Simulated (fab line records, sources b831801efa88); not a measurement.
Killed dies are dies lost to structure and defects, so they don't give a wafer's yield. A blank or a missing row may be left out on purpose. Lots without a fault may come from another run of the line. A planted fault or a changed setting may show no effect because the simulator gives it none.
A struck lot beside a sound one | flow sky130 | 36 steps out of a route of 708
Sound: wafers L472.1, L472.3, L472.5. Struck: wafers L478.1, L478.2, L478.5. The cause comes at the end.
At each step with rows: each side's tool, then ch and its chambers, then its first start. Under that, the readings that differ: sound wafers | struck wafers | difference of the means | sigmas: that difference in standard deviations of wafers without a fault.
alike: readings whose means differ by less than 2 such deviations, and words and numbers that are the same on both sides. not compared: withheld readings, readings that some wafer has no value for, bounds like >300 that may hide the same value, and numbers for which the record gives no deviation and whose values overlap.
The two part at a step that has a row with sigmas, a row that says differs or no value, or rows on one side only. Numbers that don't overlap but have no deviation are shown without sigmas and don't part them. A reading that every wafer of one side lacks parts them only if that side has two wafers or more.

first, 10 steps without rows for these wafers: SKY_VIA4_DEHYDRATE_04 (time 60 s); SKY_VIA4_HMDS_05 (prime time 60 s); SKY_VIA4_COAT_06 (resist thk 1140 nm); SKY_VIA4_SOFTBAKE_07 (time 60 s); SKY_VIA4_EXPOSE_08 (exposes mask VIM4, target cd 800 nm); SKY_VIA4_PEB_09; SKY_VIA4_DEVELOP_10 (develop time 60 s); SKY_VIA4_ETCH_12 (etches SiO2 in C4F8/O2/Ar, stops on TiN, target depth 580 nm); SKY_VIA4_STRIP_13 (strips in O2/N2); SKY_VIA4_STRIP_14 (strips in post etch residue remover, time 1200 s).
SKY_VIA4_CLEAN_15: cleans in IPA, time 180 s.
  sound on wet_bench-04 ch 0, day 46 03:38; struck on wet_bench-04 ch 2, day 46 19:47
then, 24 steps without rows for these wafers: SKY_VIA4_CLEAN_16 (cleans in O3/DIW); SKY_VIA4_SPUTTER_17 (material TiN, target thk 20 nm, time 80 s); SKY_VIA4_CVD_18 (deposits W, target thk 505 nm, time 152.14 s); SKY_VIA4_CMP_21 (polishes, stops on SiO2, t overpolish 25 s, target thk 0 nm); SKY_METAL5_SPUTTER_00 (material Ti, target thk 15 nm, time 10 s); SKY_METAL5_SPUTTER_01 (material TiN, target thk 20 nm, time 16.7 s); SKY_METAL5_SPUTTER_02 (material AlCu, target thk 1150 nm, time 61.2 s); SKY_METAL5_SPUTTER_03 (material Ti, target thk 5 nm, time 3.3 s); SKY_METAL5_SPUTTER_04 (material TiN, target thk 70 nm, time 58.3 s); SKY_METAL5_DEHYDRATE_07 (time 60 s); SKY_METAL5_HMDS_08 (prime time 60 s); SKY_METAL5_COAT_09 (resist thk 1800 nm); SKY_METAL5_SOFTBAKE_10 (time 60 s); SKY_METAL5_EXPOSE_11 (exposes mask MM5, target cd 1600 nm); SKY_METAL5_PEB_12; SKY_METAL5_DEVELOP_13 (develop time 60 s); SKY_METAL5_DESCUM_14 (chemistry O2, time 11 s); SKY_METAL5_METAL_ETCH_15 (etches the open film in Cl2/BCl3, stops on SiO2, target depth 1260 nm, time 252 s); SKY_METAL5_STRIP_16 (strips in O2/N2); SKY_METAL5_STRIP_17 (strips in post etch residue remover, time 1200 s); SKY_METAL5_CLEAN_18 (cleans in IPA, time 180 s); SKY_METAL5_CLEAN_19 (cleans in O3/DIW); SKY_PASSIVATION_CVD_00 (deposits SiO2, target thk 90 nm); SKY_PASSIVATION_CVD_02 (deposits Si3N4, target thk 540 nm).
-- the record jumps here: 3 days lie between the struck wafers' starts before and after (it left off in module PASSIVATION and takes up again in module PAD_OPEN, whose first step shown is number 708 of the route) --
SKY_PAD_OPEN_PROBE_99:
  sound on prober-02, day 48 17:55; struck on prober-01, day 49 11:23
  reading                               | sound             | struck            | difference | sigmas
  defect_limited_yield (%)              | 80.1 80.7 82.7    | 76.4 75.2 75.8    | -5.4       | -3
  killed_at_M4_up                       | 5 4 1             | 26 25 30          | +24        | +13
  killed_dies                           | 98 95 85          | 116 122 119       | +26        | +3
  sort_bin_3_pad_short (%)              | 1.4 0.6 0.4       | 2.0 1.4 2.2       | +1.1       | +2
  sort_n_pass                           | 394 397 407       | 376 370 373       | -26        | -3
  sort_yield_pct (%)                    | 80.1 80.7 82.7    | 76.4 75.2 75.8    | -5.4       | -3
  model.etest.tester.sort_n_pass        | 394 397 407       | 376 370 373       | -26        |
  model.etest.tester.sort_yield_pct (%) | 80.08 80.69 82.72 | 76.42 75.2 75.81  | -5.35      |
  model.etest.tester.sort_bin_5_pct (%) | 11.99 11.59 12.2  | 13.82 16.26 14.43 | +2.91      |
  alike: killed_at_M0_to_M3, killed_at_contacts, killed_at_front_end, killed_at_other, killed_open, killed_short, sort_bin_5_function, sort_bin_6_memory
  not compared: model.etest.tester.sort_bin_3_pct

WHERE THEY PART
Only at SKY_PAD_OPEN_PROBE_99, within this record.

WHY: what the simulator had put in
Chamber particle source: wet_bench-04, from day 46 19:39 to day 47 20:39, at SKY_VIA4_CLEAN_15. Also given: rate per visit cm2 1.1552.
